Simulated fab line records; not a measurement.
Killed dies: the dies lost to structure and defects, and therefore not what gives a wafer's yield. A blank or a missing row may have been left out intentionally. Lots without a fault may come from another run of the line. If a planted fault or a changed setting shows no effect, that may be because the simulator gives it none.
Problem report, 8D (eight disciplines) form, completed by code    flow sky130    the parts of the form that need people (team, actions taken, sign-off) are left out

## 1. PROBLEM STATEMENT
LDD_HVP_TW at SKY_LDD_HVP_TW_MEAS_10 reads a mean of 480 on 6 wafers of 2 lots; wafers without a fault read 452 with a standard deviation of 4.9. That is +5.6 standard deviations from the usual mean.
First seen on wafer L890.2, day 29 08:52, on filmMetro-04. At this step, 39 wafers from 13 lots have a number in the record. By rule, "out" or "out of limits" means more than 4 standard deviations away from the usual mean. All remaining wafers that have a number are taken as sound.

## 2. WHAT IT IS, WHAT IT ISN'T
question                     is                          is not
which readings at this step  LDD_HVP_TW                  -
which lots                   L890, L891                  L870, L871, L872, L873, L874, L876, L877, L878, L889, L892, L893
which wafers of those lots   all that have a number      -
read on which gauges         filmMetro-01, filmMetro-04  filmMetro-02
when                         from day 29 08:52           up to then (27 sound wafers); but 6 sound wafers of L892, L893 came after

## 3. WHAT RULES OUT EACH SUSPECT
Counting: a tool at a process step up to the reading stays a suspect if it ran every lot that is out and no sound lot after the first of them.
- the gauge at SKY_LDD_HVP_TW_MEAS_10 has been ruled out. Those wafers that are out were read across 2 gauges (filmMetro-01, filmMetro-04).
- implanter-01 at SKY_LDD_HVP_IMPLANT_08: kept. Every lot that is out went through it, starting with L890 (day 29 08:37), and after that it ran no sound lot; the last sound lot it ran before then is L889 (day 29 07:37). Out on those wafers are its own readings of beamOnS, faradayCurrentUA.
Left after counting: implanter-01 at SKY_LDD_HVP_IMPLANT_08.

## 4. THE CAUSE (what the simulator had put in)
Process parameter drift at SKY_LDD_HVP_IMPLANT_08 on implanter-01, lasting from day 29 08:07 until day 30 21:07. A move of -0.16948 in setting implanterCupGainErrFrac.
The count eliminated every tool but this one.

## 5. THE EFFECT CHAIN, in route order
Each row: a reading whose mean over the struck wafers that have a number lies more than 3 standard deviations from the usual. Readings are gone through only where the record gives a usual standard deviation; hours: the median, over the lots, of the time from a lot's start at the first step in this table giving one to that lot's start at this step; sigmas: the change measured in usual standard deviations.
hours  step                    reading           usual   on struck wafers  change  sigmas
0      SKY_LDD_HVP_IMPLANT_08  beamOnS           9.97 s  11.92             +1.95   +9.3
0      SKY_LDD_HVP_IMPLANT_08  faradayCurrentUA  94.4    78.9              -15.5   -8.2
0      SKY_LDD_HVP_TW_MEAS_10  LDD_HVP_TW        452     480               +28     +5.6
Process steps it contains:
- SKY_LDD_HVP_IMPLANT_08

## 6. WHAT WOULD HAVE CAUGHT IT SOONER
In this record the first reading out of limits at a measuring or inspecting step was taken at day 29 08:52, 1 hour after the fault began at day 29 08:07.
Tool's own readings at SKY_LDD_HVP_IMPLANT_08, beamOnS, faradayCurrentUA: out on all struck wafers the step has rows for; an alarm limit on them would have tripped on the first.
Of the lots that are out (2), L891 began SKY_LDD_HVP_IMPLANT_08 on implanter-01 after day 29 08:52. Holding the tool at that time would have saved it.
